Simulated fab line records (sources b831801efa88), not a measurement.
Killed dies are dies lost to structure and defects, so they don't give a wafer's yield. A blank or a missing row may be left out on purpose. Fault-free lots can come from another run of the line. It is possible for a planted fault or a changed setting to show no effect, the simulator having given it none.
fab line records	flow sky130
[record] lots = 11	wafers = 33	last-day = 50
route steps=708 shown POLY_CUT@316 SD_P@328 SD_N@351
lots untouched by any fault: they come from a run of this same line in which no faults occurred
start-h: the number of hours between the record's first day and the start of the first shown wafer of the lot	wait-h: hours from the lot's prior step to this one	" the same as in the row above	L1.1+2: a row that stands for several wafers	- no value, or no start given	* or withheld: withheld	< > ~ a bound
route shown NAME@n: a module of which the file shows steps, and the number in the route of the first	usual: mean and standard deviation over wafers with no fault	same: alike in all rows	chamber/n: place in a boat	sites: each site's reading	_std_site: standard deviation of those values	_edge_site: inner sites' mean taken away from outer sites' mean	radius-mm: how far each site lies from the wafer's centre	mask NAME#n: copy n	behind: the last tool/chamber to shape the wafer	hold: reason for holding the lot/hours on hold/outcome of the hold	device: whichever transistor did not switch (one of n, p or np)	end of line: the tests these same wafers got at the end of their route	a step with no rows: only its recipe	killed: not the wafer's yield, but the dies lost to structure and defects at the first sort	map: the dies of a wafer, with x for killed, . for not killed, _ for no die there
set.NAME: setting as actually run; set.NAME@STEP: the setting as run at that earlier step	model.NAME: the simulator's own value behind a step, which no gauge read
steps of the route over a sample of lots; a table a step, a row a wafer
services: when a tool's chamber went out of use (start-h, in hours from the record's first day, below 0 if earlier), for how many hours, and the reason
[[steps]]
[step SKY_POLY_CUT_OVL_MEAS_09]
[usual] POLY_CUT_OVL = 1/4.2
lot.wafer	tool	chamber	start-h	wait-h	POLY_CUT_OVL[nm]
L195.1	overlay-01	-	553.54	0.1	4
L195.3	"	-	"	"	5
L195.5	"	-	"	"	1
L197.1	overlay-01	-	574.78	0.1	2
L197.4	"	-	"	"	2
L197.5	"	-	"	"	7
L199.1	overlay-01	-	593.12	0.1	0
L199.3	"	-	"	"	4
L199.6	"	-	"	"	7
L203.4	overlay-01	-	660.74	0.1	1
L203.5	"	-	"	"	-1
L203.6	"	-	"	"	-5
L204.1	overlay-02	-	661.17	0.1	2
L204.2	"	-	"	"	5
L204.5	"	-	"	"	-1
L205.2	overlay-01	-	669.30	0.1	-7
L205.4	"	-	"	"	-1
L205.6	"	-	"	"	-3
L212.3	overlay-01	-	700.84	0.1	1
L212.5	"	-	"	"	-4
L212.6	"	-	"	"	-1
L214.1	overlay-01	-	736.19	0.1	-4
L214.3	"	-	"	"	0
L214.4	"	-	"	"	-1
L215.1	overlay-02	-	736.42	0.1	2
L215.3	"	-	"	"	4
L215.6	"	-	"	"	9
L216.1	overlay-02	-	740.52	0.1	0
L216.3	"	-	"	"	3
L216.5	"	-	"	"	6
L217.1	overlay-01	-	742.67	0.1	3
L217.3	"	-	"	"	5
L217.5	"	-	"	"	-1
[step SKY_SD_P_OVL_MEAS_08]
[usual] SD_P_OVL = -0.4/1.5
lot.wafer	tool	chamber	start-h	wait-h	SD_P_OVL[nm]
L195.1	overlay-02	-	583.53	0.1	0.6
L195.3	"	-	"	"	0.4
L195.5	"	-	"	"	-3.2
L197.1	overlay-01	-	604.23	0.1	-1.2
L197.4	"	-	"	"	-0.3
L197.5	"	-	"	"	-1.0
L199.1	overlay-01	-	622.48	0.1	-2.2
L199.3	"	-	"	"	-0.5
L199.6	"	-	"	"	-2.1
L203.4	overlay-01	-	688.69	0.1	-1.4
L203.5	"	-	"	"	-1.2
L203.6	"	-	"	"	-0.5
L204.1	overlay-02	-	689.58	0.1	-0.6
L204.2	"	-	"	"	-1.2
L204.5	"	-	"	"	-0.5
L205.2	overlay-01	-	698.35	0.1	-2.5
L205.4	"	-	"	"	-1.5
L205.6	"	-	"	"	-0.9
L212.3	overlay-02	-	728.54	0.1	1.4
L212.5	"	-	"	"	-0.5
L212.6	"	-	"	"	2.1
L214.1	overlay-02	-	762.79	0.1	1.7
L214.3	"	-	"	"	-1.0
L214.4	"	-	"	"	0.9
L215.1	overlay-02	-	763.77	0.1	-1.0
L215.3	"	-	"	"	1.1
L215.6	"	-	"	"	0.8
L216.1	overlay-02	-	767.03	0.1	-0.9
L216.3	"	-	"	"	-0.9
L216.5	"	-	"	"	-1.7
L217.1	overlay-02	-	769.89	0.1	-0.6
L217.3	"	-	"	"	0.7
L217.5	"	-	"	"	-0.8
[step SKY_SD_N_IMPLANT_09]
[recipe] species = As	energy-kev = 50	dose-cm2 = 4e+15	tilt-deg = 0
[usual] beam-energy-keV = 50.002/0.015
[same] implant-ion-amu = 75
lot.wafer	tool	chamber	start-h	wait-h	beam-energy-keV
L195.1	implanter-03	0	641.41	0.0	50.001
L195.3	"	0	"	"	50.002
L195.5	"	0	"	"	49.987
L197.1	implanter-03	0	662.56	0.0	50.006
L197.4	"	0	"	"	50.004
L197.5	"	0	"	"	50.004
L199.1	implanter-03	0	679.90	0.0	49.999
L199.3	"	0	"	"	50.021
L199.6	"	0	"	"	50.028
L203.4	implanter-03	0	744.04	0.1	39.809
L203.5	"	0	"	"	39.813
L203.6	"	0	"	"	39.811
L204.1	implanter-03	0	744.26	0.2	39.798
L204.2	"	0	"	"	39.822
L204.5	"	0	"	"	39.829
L205.2	implanter-03	0	753.54	0.0	39.839
L205.4	"	0	"	"	39.830
L205.6	"	0	"	"	39.830
L212.3	implanter-01	0	783.51	0.1	49.991
L212.5	"	0	"	"	50.001
L212.6	"	0	"	"	49.996
L214.1	implanter-01	0	815.54	0.2	50.017
L214.3	"	0	"	"	49.999
L214.4	"	0	"	"	50.028
L215.1	implanter-01	0	816.61	0.0	49.973
L215.3	"	0	"	"	49.995
L215.6	"	0	"	"	49.999
L216.1	implanter-01	0	818.51	0.0	50.006
L216.3	"	0	"	"	49.985
L216.5	"	0	"	"	49.993
L217.1	implanter-03	0	821.55	0.0	50.005
L217.3	"	0	"	"	49.991
L217.5	"	0	"	"	50.020
[step SKY_SD_N_STRIP_11]
[recipe] chemistry = O2/N2	power-w = 1400	pressure-mtorr = 1500	platen-temp-c = withheld	o2-flow-sccm = 3000	n2-flow-sccm = 300	overash-fraction = 0.5
[usual] drypump-motor-current-A = 5.7/0.31	oes-product-au = 0.527/0.0036	strip-time-to-endpoint-s = 22.54/0.047
lot.wafer	tool	chamber	start-h	wait-h	drypump-motor-current-A	oes-product-au	rf-hours-counter-h	strip-time-to-endpoint-s
L195.1	plasma-asher-04	1	641.71	0.1	5.8	0.523	97	22.51
L195.3	"	0	"	"	5.9	0.526	-	22.52
L195.5	"	1	"	"	5.8	0.524	-	22.50
L197.1	plasma-asher-01	0	662.86	0.1	5.4	0.528	56	22.55
L197.4	"	0	"	"	5.4	0.527	-	22.58
L197.5	"	1	"	"	5.3	0.529	-	22.58
L199.1	plasma-asher-01	0	680.20	0.1	5.4	0.533	59	22.54
L199.3	"	1	"	"	5.3	0.524	-	22.55
L199.6	"	0	"	"	5.4	0.528	-	22.53
L203.4	plasma-asher-04	0	744.29	0.1	5.9	0.556	-	21.05
L203.5	"	1	"	"	5.8	0.552	-	21.08
L203.6	"	0	"	"	5.9	0.553	-	21.04
L204.1	plasma-asher-01	1	744.56	0.1	5.3	0.550	64	20.98
L204.2	"	0	"	"	5.4	0.546	64	21.04
L204.5	"	1	"	"	5.3	0.548	-	20.97
L205.2	plasma-asher-03	0	753.81	0.1	6.2	0.550	85	21.10
L205.4	"	0	"	"	6.2	0.552	-	21.06
L205.6	"	1	"	"	5.9	0.558	-	21.02
L212.3	plasma-asher-04	1	783.79	0.1	5.7	0.524	-	22.50
L212.5	"	0	"	"	5.9	0.524	-	22.47
L212.6	"	1	"	"	5.7	0.528	-	22.46
L214.1	plasma-asher-04	0	815.84	0.1	5.9	0.532	7	22.55
L214.3	"	1	"	"	5.8	0.521	-	22.50
L214.4	"	0	"	"	5.9	0.519	-	22.54
L215.1	plasma-asher-03	0	816.91	0.1	6.2	0.530	91	22.56
L215.3	"	1	"	"	5.9	0.522	-	22.57
L215.6	"	0	"	"	6.2	0.526	-	22.54
L216.1	plasma-asher-03	1	818.81	0.1	5.9	0.533	91	22.52
L216.3	"	0	"	"	6.2	0.523	-	22.50
L216.5	"	1	"	"	5.9	0.524	-	22.49
L217.1	plasma-asher-03	0	821.85	0.1	6.2	0.523	92	22.55
L217.3	"	1	"	"	5.9	0.532	-	22.60
L217.5	"	1	"	"	5.9	0.527	-	22.58
[step SKY_SD_N_TW_MEAS_12]
[usual] SD_N_TW = 4008/27
lot.wafer	tool	chamber	start-h	wait-h	hold	SD_N_TW
L195.1	film-metro-04	-	641.83	0.1	-	3994
L195.3	"	-	"	"	-	4002
L195.5	"	-	"	"	-	4012
L197.1	film-metro-04	-	662.96	0.1	-	4022
L197.4	"	-	"	"	-	3988
L197.5	"	-	"	"	-	4015
L199.1	film-metro-02	-	680.30	0.1	-	3963
L199.3	"	-	"	"	-	3968
L199.6	"	-	"	"	-	3957
L203.4	film-metro-04	-	744.39	0.1	await-dispo/0.2h/release	3778
L203.5	"	-	"	"	await-dispo/0.2h/release	3765
L203.6	"	-	"	"	await-dispo/0.2h/release	3771
L203.4	film-metro-04	-	744.63	0.2	-	3784
L203.5	"	-	"	"	-	3789
L203.6	"	-	"	"	-	3774
L204.1	film-metro-02	-	744.66	0.1	await-dispo/0.2h/release	3762
L204.2	"	-	"	"	await-dispo/0.2h/release	3768
L204.5	"	-	"	"	await-dispo/0.2h/release	3768
L204.1	film-metro-02	-	744.95	0.3	-	3768
L204.2	"	-	"	"	-	3799
L204.5	"	-	"	"	-	3774
L205.2	film-metro-02	-	753.92	0.1	await-dispo/0.2h/release	3792
L205.4	"	-	"	"	await-dispo/0.2h/release	3796
L205.6	"	-	"	"	await-dispo/0.2h/release	3787
L205.2	film-metro-02	-	754.15	0.2	-	3788
L205.4	"	-	"	"	-	3775
L205.6	"	-	"	"	-	3778
L212.3	film-metro-03	-	783.88	0.1	-	4053
L212.5	"	-	"	"	-	4024
L212.6	"	-	"	"	-	4044
L214.1	film-metro-04	-	815.94	0.1	-	4011
L214.3	"	-	"	"	-	4000
L214.4	"	-	"	"	-	3985
L215.1	film-metro-02	-	817.01	0.1	-	4027
L215.3	"	-	"	"	-	4014
L215.6	"	-	"	"	-	4037
L216.1	film-metro-04	-	818.91	0.1	-	3983
L216.3	"	-	"	"	-	3988
L216.5	"	-	"	"	-	3994
L217.1	film-metro-03	-	821.95	0.1	-	4059
L217.3	"	-	"	"	-	4051
L217.5	"	-	"	"	-	4022
[step SKY_SD_N_RTA_14]
[recipe] temp-c = 1075	time-s = 2	idle-temp-c = 650	ramp-up-c-per-s = 150	ramp-down-c-per-s = 90	ambient = N2
[usual] lamp-power-pct = 15.74/0.053	wafer_temp_C_max = 1078.2/1.4
lot.wafer	tool	chamber	start-h	wait-h	lamp-power-pct	wafer_temp_C_max
L195.1	rtp-anneal-02	0	641.94	0.0	15.67	1077.5
L195.3	"	0	"	"	15.78	1077.2
L195.5	"	0	"	"	15.77	1076.8
L197.1	rtp-anneal-02	0	663.07	0.0	15.67	1075.7
L197.4	"	0	"	"	15.70	1076.1
L197.5	"	0	"	"	15.74	1077.8
L199.1	rtp-anneal-02	0	680.42	0.0	15.75	1076.9
L199.3	"	0	"	"	15.78	1079.4
L199.6	"	0	"	"	15.69	1077.6
L203.4	rtp-anneal-02	0	746.64	0.0	15.76	1076.6
L203.5	"	0	"	"	15.77	1079.1
L203.6	"	0	"	"	15.72	1077.4
L204.1	rtp-anneal-01	0	747.38	0.0	15.75	1077.7
L204.2	"	0	"	"	15.70	1078.6
L204.5	"	0	"	"	15.72	1077.3
L205.2	rtp-anneal-02	0	761.00	0.0	15.75	1078.9
L205.4	"	0	"	"	15.76	1076.8
L205.6	"	0	"	"	15.75	1079.2
L212.3	rtp-anneal-02	0	783.99	0.0	15.70	1078.9
L212.5	"	0	"	"	15.77	1078.7
L212.6	"	0	"	"	15.73	1077.0
L214.1	rtp-anneal-01	0	816.06	0.0	15.75	1078.0
L214.3	"	0	"	"	15.82	1078.3
L214.4	"	0	"	"	15.65	1077.8
L215.1	rtp-anneal-02	0	817.19	0.0	15.86	1078.4
L215.3	"	0	"	"	15.65	1077.7
L215.6	"	0	"	"	15.86	1077.4
L216.1	rtp-anneal-01	0	819.02	0.0	15.70	1078.8
L216.3	"	0	"	"	15.80	1078.5
L216.5	"	0	"	"	15.71	1078.4
L217.1	rtp-anneal-02	0	822.06	0.0	15.70	1079.8
L217.3	"	0	"	"	15.74	1077.2
L217.5	"	0	"	"	15.81	1082.1
[step SKY_SD_N_RS_MEAS_16]
[recipe] thk-meas-gauge = four-point-probe
[usual] SD_N_RS = 68.50/0.11
lot.wafer	tool	chamber	start-h	wait-h	hold	SD_N_RS[ohm/sq]
L195.1	film-metro-02	-	642.11	0.1	-	68.49
L195.3	"	-	"	"	-	68.43
L195.5	"	-	"	"	-	68.54
L197.1	film-metro-03	-	663.24	0.1	-	68.44
L197.4	"	-	"	"	-	68.45
L197.5	"	-	"	"	-	68.47
L199.1	film-metro-03	-	680.59	0.1	-	68.40
L199.3	"	-	"	"	-	68.40
L199.6	"	-	"	"	-	68.46
L203.4	film-metro-03	-	746.97	0.1	await-dispo/0.2h/release	76.53
L203.5	"	-	"	"	await-dispo/0.2h/release	76.58
L203.6	"	-	"	"	await-dispo/0.2h/release	76.33
L203.4	film-metro-03	-	747.25	0.3	-	76.56
L203.5	"	-	"	"	-	76.46
L203.6	"	-	"	"	-	76.59
L204.1	film-metro-02	-	747.56	0.1	await-dispo/0.2h/release	76.75
L204.2	"	-	"	"	await-dispo/0.2h/release	76.42
L204.5	"	-	"	"	await-dispo/0.2h/release	76.77
L204.1	film-metro-02	-	748.02	0.4	-	76.52
L204.2	"	-	"	"	-	76.50
L204.5	"	-	"	"	-	76.48
L205.2	film-metro-03	-	761.24	0.1	await-dispo/0.2h/release	76.49
L205.4	"	-	"	"	await-dispo/0.2h/release	76.44
L205.6	"	-	"	"	await-dispo/0.2h/release	76.38
L205.2	film-metro-03	-	761.53	0.3	-	76.49
L205.4	"	-	"	"	-	76.49
L205.6	"	-	"	"	-	76.41
L212.3	film-metro-03	-	784.18	0.1	-	68.47
L212.5	"	-	"	"	-	68.44
L212.6	"	-	"	"	-	68.57
L214.1	film-metro-04	-	816.23	0.1	-	68.70
L214.3	"	-	"	"	-	68.66
L214.4	"	-	"	"	-	68.65
L215.1	film-metro-03	-	817.36	0.1	-	68.57
L215.3	"	-	"	"	-	68.56
L215.6	"	-	"	"	-	68.45
L216.1	film-metro-02	-	819.20	0.1	-	68.63
L216.3	"	-	"	"	-	68.30
L216.5	"	-	"	"	-	68.60
L217.1	film-metro-04	-	822.24	0.1	-	68.60
L217.3	"	-	"	"	-	68.60
L217.5	"	-	"	"	-	68.59
[[services]]
tool	chamber	start-h	hours	kind
implanter-01	-	617.59	4.8	repair
plasma-asher-03	-	622.40	82.2	repair
rtp-anneal-02	-	635.42	5.4	pm
plasma-asher-01	-	710.08	14.6	pm
implanter-01	-	718.23	59.9	pm
plasma-asher-04	-	733.75	9.0	pm
plasma-asher-04	0	733.75	9.0	vent-cycle
plasma-asher-04	1	733.75	9.0	vent-cycle
plasma-asher-04	0	742.75	-	clean
plasma-asher-04	1	742.75	-	clean
plasma-asher-04	-	771.67	2.8	pm
implanter-03	-	772.25	3.4	repair
plasma-asher-01	-	776.87	2.8	pm
[[key]]
[first-sign] step = SKY_SD_N_IMPLANT_09	reading = beam-energy-keV	direction = down	sigmas = 99+	usual = *	struck = *
[effect] step = SKY_SD_N_STRIP_11	reading = strip-time-to-endpoint-s	direction = down	sigmas = 32	usual = *	struck = *
[effect] step = SKY_SD_N_TW_MEAS_12	reading = visit	direction = added
[effect] step = SKY_SD_N_TW_MEAS_12	reading = SD_N_TW	direction = down	sigmas = 8.6	usual = 4008	struck = 3776
[effect] step = SKY_SD_N_RS_MEAS_16	reading = visit	direction = added
[effect] step = SKY_SD_N_RS_MEAS_16	reading = SD_N_RS	direction = up	sigmas = 75	usual = 68.50	struck = 76.52
met-at SKY_SD_N_IMPLANT_09
struck-lots L203,L204,L205
scrapped-behind SKY_SD_N_RS_MEAS_16 L203.4,L203.5,L203.6,L204.1,L204.2,L204.5,L205.2,L205.4,L205.6
not-acting-at SKY_POLY_CUT_OVL_MEAS_09,SKY_SD_P_OVL_MEAS_08,SKY_SD_N_RTA_14
onset-between 679.90 744.04
[fault] kind = process-parameter-drift	tool = implanter-03	chamber = -	onset-h = 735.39	steps = SKY_SD_N_IMPLANT_09	channel = energy-kev	offset = *	shape = step	end-h = 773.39	acts-in = *	stated = *
